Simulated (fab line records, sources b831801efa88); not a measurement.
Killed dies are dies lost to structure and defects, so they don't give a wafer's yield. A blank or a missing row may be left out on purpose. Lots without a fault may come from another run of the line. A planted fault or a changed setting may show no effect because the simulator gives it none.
fab line records | flow gf180mcu
record lots=5 wafers=15 last_day=32
route steps=602 shown LVPWELL@59 MVSD@66
lots that met no fault: from a run of the same line without faults
start_h: hours from the record's first day to the start of the lot's first wafer shown | wait_h: hours since the lot's step before | " the same as in the row above | L1.1+2: a row that stands for several wafers | - no value, or no start given | * or withheld: withheld | < > ~ a bound
route shown NAME@n: a module of which the file shows steps, and the number in the route of the first | usual: mean/standard deviation of fault-free wafers | same: alike in all rows | chamber/n: place in a boat | sites: the reading at each site | _std_site: their standard deviation | _edge_site: outer sites' mean less inner sites' | radius_mm: how far each site lies from the wafer's centre | mask NAME#n: copy n | behind: the tool/chamber that last shaped the wafer | hold: why the lot was held/for how many hours/how that ended | device: the transistor (n, p or np) that didn't switch | end of line: the same wafers' tests at the end of the route | a step without rows: its recipe alone | killed: dies lost to structure and defects at the first sort, not the wafer's yield | map: a wafer's dies, x killed, . not, _ none there
set.NAME: the setting as run; set.NAME@STEP: as run at that earlier step | model.NAME: the simulator's own value behind a step, which no gauge read
lots at some steps of the route; a table a step, a row a wafer
services: from which hour (start_h, from the record's first day; less than 0 if before it) a tool's chamber was out of use, for how many hours, and why
## steps
# step GF_LVPWELL_PEB_05
# recipe temp_c=115 time_s=withheld
# columns lot.wafer tool chamber start_h wait_h
L076.1+3+4 litho_track-03 0 - -
L084.2+5+6 litho_track-02 0 - -
L085.1+2+4 litho_track-02 0 - -
L086.2+5+6 litho_track-01 0 - -
L090.1+3+6 litho_track-03 0 - -
# step GF_LVPWELL_DEVELOP_06
# recipe wall_angle_deg=90 develop_time_s=60 dev_temp_c=23
# columns lot.wafer tool chamber start_h wait_h
L076.1+3+4 litho_track-03 0 - -
L084.2+5+6 litho_track-02 0 - -
L085.1+2+4 litho_track-02 0 - -
L086.2+5+6 litho_track-01 0 - -
L090.1+3+6 litho_track-03 0 - -
# step GF_LVPWELL_OVL_MEAS_07
# usual LVPWELL_OVL=0.7/1.3
# columns lot.wafer tool chamber start_h wait_h LVPWELL_OVL[nm]
L076.1 overlay-02 - 78.91 - 4.3
L076.3 " - " " 0.9
L076.4 " - " " 1.7
L084.2 overlay-01 - 123.47 - -0.5
L084.5 " - " " 0.0
L084.6 " - " " 1.1
L085.1 overlay-01 - 128.51 - -1.9
L085.2 " - " " -0.4
L085.4 " - " " -0.5
L086.2 overlay-02 - 135.42 - -1.2
L086.5 " - " " 1.9
L086.6 " - " " 0.8
L090.1 overlay-02 - 157.65 - -1.5
L090.3 " - " " 1.4
L090.6 " - " " 1.6
# step GF_LVPWELL_IMPLANT_08
# recipe species=B energy_kev=170 dose_cm2=1.5e+13 tilt_deg=0
# usual dose_ions_cm2=1.4997e+13/1.8e+10
# columns lot.wafer tool chamber start_h wait_h dose_ions_cm2
L076.1 implanter-02 0 78.94 0.0 1.4997e+13
L076.3 " 0 " " 1.5009e+13
L076.4 " 0 " " 1.4999e+13
L084.2 implanter-04 0 123.52 0.0 1.501e+13
L084.5 " 0 " " 1.4985e+13
L084.6 " 0 " " 1.4987e+13
L085.1 implanter-02 0 128.55 0.0 1.4949e+13
L085.2 " 0 " " 1.4966e+13
L085.4 " 0 " " 1.4955e+13
L086.2 implanter-02 0 135.47 0.0 1.4975e+13
L086.5 " 0 " " 1.5015e+13
L086.6 " 0 " " 1.5006e+13
L090.1 implanter-04 0 157.69 0.0 1.4969e+13
L090.3 " 0 " " 1.5014e+13
L090.6 " 0 " " 1.4993e+13
# step GF_LVPWELL_IMPLANT_09
# recipe species=B energy_kev=60 dose_cm2=5e+12 tilt_deg=0
# usual dose_ions_cm2=4.998e+12/5.4e+09
# columns lot.wafer tool chamber start_h wait_h dose_ions_cm2
L076.1 implanter-02 0 79.09 0.1 4.995e+12
L076.3 " 0 " " 4.999e+12
L076.4 " 0 " " 5e+12
L084.2 implanter-04 0 123.67 0.1 4.998e+12
L084.5 " 0 " " 4.995e+12
L084.6 " 0 " " 4.993e+12
L085.1 implanter-02 0 128.70 0.1 4.996e+12
L085.2 " 0 " " 4.995e+12
L085.4 " 0 " " 4.998e+12
L086.2 implanter-02 0 135.62 0.1 4.997e+12
L086.5 " 0 " " 4.998e+12
L086.6 " 0 " " 5.006e+12
L090.1 implanter-04 0 157.84 0.1 4.997e+12
L090.3 " 0 " " 4.996e+12
L090.6 " 0 " " 4.994e+12
# step GF_LVPWELL_STRIP_10
# recipe chemistry=O2/N2 power_w=1400 pressure_mtorr=1500 platen_temp_c=250 o2_flow_sccm=3000 n2_flow_sccm=300 overash_fraction=0.5
# usual drypump_motor_current_A=5.7/0.51 heater_power_w=341/43 oes_product_au=0.722/0.0046 strip_time_to_endpoint_s=37.02/0.12
# columns lot.wafer tool chamber start_h wait_h drypump_motor_current_A heater_power_w oes_product_au rf_hours_counter_h strip_time_to_endpoint_s
L076.1 plasma_asher-02 0 79.24 0.1 5.8 370 0.720 42 36.92
L076.3 " 1 " " 6.3 417 0.722 - 36.93
L076.4 " 0 " " 5.8 360 0.722 - 36.99
L084.2 plasma_asher-03 0 123.80 0.1 6.4 324 0.721 33 37.05
L084.5 " 1 " " 5.2 283 0.714 - 37.09
L084.6 " 0 " " 6.4 328 0.715 - 37.03
L085.1 plasma_asher-03 1 128.85 0.1 5.2 287 0.723 33 37.13
L085.2 " 0 " " 6.4 323 0.724 33 36.93
L085.4 " 0 " " 6.4 331 0.729 - 36.97
L086.2 plasma_asher-02 1 135.75 0.1 6.3 419 0.721 2 36.95
L086.5 " 0 " " 5.8 354 0.715 - 36.99
L086.6 " 1 " " 6.3 428 0.714 - 37.02
L090.1 plasma_asher-03 0 157.99 0.1 6.4 321 0.719 37 37.01
L090.3 " 1 " " 5.2 283 0.708 - 36.94
L090.6 " 1 " " 5.2 284 0.717 - 37.01
# step GF_LVPWELL_TW_MEAS_11
# usual LVPWELL_TW=563/7.4
# columns lot.wafer tool chamber start_h wait_h LVPWELL_TW
L076.1 film_metro-03 - 79.34 0.1 552
L076.3 " - " " 554
L076.4 " - " " 556
L084.2 film_metro-03 - 123.91 0.1 557
L084.5 " - " " 559
L084.6 " - " " 558
L085.1 film_metro-03 - 128.95 0.1 561
L085.2 " - " " 559
L085.4 " - " " 560
L086.2 film_metro-01 - 135.86 0.1 570
L086.5 " - " " 567
L086.6 " - " " 569
L090.1 film_metro-01 - 158.09 0.1 568
L090.3 " - " " 574
L090.6 " - " " 569
# step GF_MVSD_DEHYDRATE_00
# recipe temp_c=200 time_s=60
# columns lot.wafer tool chamber start_h wait_h
L076.1+3+4 litho_track-03 0 86.26 6.9
L084.2+5+6 litho_track-03 0 130.88 7.0
L085.1+2+4 litho_track-01 0 136.06 7.1
L086.2+5+6 litho_track-01 0 142.43 6.6
L090.1+3+6 litho_track-01 0 165.46 7.4
# step GF_MVSD_HMDS_01
# recipe prime_time_s=60 prime_temp_c=120
# columns lot.wafer tool chamber start_h wait_h
L076.1+3+4 litho_track-03 0 86.41 0.1
L084.2+5+6 litho_track-03 0 131.03 0.1
L085.1+2+4 litho_track-01 0 136.21 0.1
L086.2+5+6 litho_track-01 0 142.58 0.1
L090.1+3+6 litho_track-01 0 165.61 0.1
# step GF_MVSD_COAT_02
# recipe spin_rpm=2000 resist_thk_nm=3000
# columns lot.wafer tool chamber start_h wait_h
L076.1+3+4 litho_track-03 0 86.56 0.1
L084.2+5+6 litho_track-03 0 131.18 0.1
L085.1+2+4 litho_track-01 0 136.36 0.1
L086.2+5+6 litho_track-01 0 142.73 0.1
L090.1+3+6 litho_track-01 0 165.76 0.1
# step GF_MVSD_SOFTBAKE_03
# recipe temp_c=110 time_s=withheld
# columns lot.wafer tool chamber start_h wait_h
L076.1+3+4 litho_track-03 0 86.71 0.1
L084.2+5+6 litho_track-03 0 131.34 0.1
L085.1+2+4 litho_track-01 0 136.51 0.1
L086.2+5+6 litho_track-01 0 142.89 0.1
L090.1+3+6 litho_track-01 0 165.91 0.1
# step GF_MVSD_EXPOSE_04
# recipe mask_id=MVSD target_cd_nm=1000 na=0.6 source_shape=conventional sigma_outer=0.6 dose_mj=260
# same sigma_outer=0.6
# columns lot.wafer tool chamber start_h wait_h mask
L076.1+3+4 iline_stepper-01 0 - - MVSD#0
L084.2+5+6 iline_stepper-01 0 - - MVSD#0
L085.1+2+4 iline_stepper-02 0 - - MVSD#0
L086.2+5+6 iline_stepper-02 0 - - MVSD#0
L090.1+3+6 iline_stepper-02 0 - - MVSD#0
# step GF_MVSD_PEB_05
# recipe temp_c=115 time_s=withheld
# columns lot.wafer tool chamber start_h wait_h
L076.1+3+4 litho_track-01 0 - -
L084.2+5+6 litho_track-03 0 - -
L085.1+2+4 litho_track-03 0 - -
L086.2+5+6 litho_track-01 0 - -
L090.1+3+6 litho_track-01 0 - -
# step GF_MVSD_DEVELOP_06
# recipe wall_angle_deg=90 develop_time_s=60 dev_temp_c=23
# columns lot.wafer tool chamber start_h wait_h
L076.1+3+4 litho_track-01 0 - -
L084.2+5+6 litho_track-03 0 - -
L085.1+2+4 litho_track-03 0 - -
L086.2+5+6 litho_track-01 0 - -
L090.1+3+6 litho_track-01 0 - -
## services
# columns tool chamber start_h hours kind
iline_stepper-01 - 61.96 1.7 pm
iline_stepper-02 - 86.66 4.4 pm
implanter-04 - 92.83 2.7 repair
iline_stepper-02 - 94.59 4.9 repair
implanter-02 - 106.88 1.3 repair
plasma_asher-02 - 108.80 9.0 pm
plasma_asher-02 0 108.80 9.0 vent_cycle
plasma_asher-02 1 108.80 9.0 vent_cycle
iline_stepper-02 - 111.34 0.8 repair
plasma_asher-02 0 117.80 - clean
plasma_asher-02 1 117.80 - clean
implanter-04 - 134.74 0.5 repair
iline_stepper-01 - 138.75 6.2 repair
iline_stepper-01 0 140.91 - calibration
litho_track-02 - 159.14 - consumable_replace:filter
plasma_asher-02 - 162.85 15.6 pm
## key
fault none
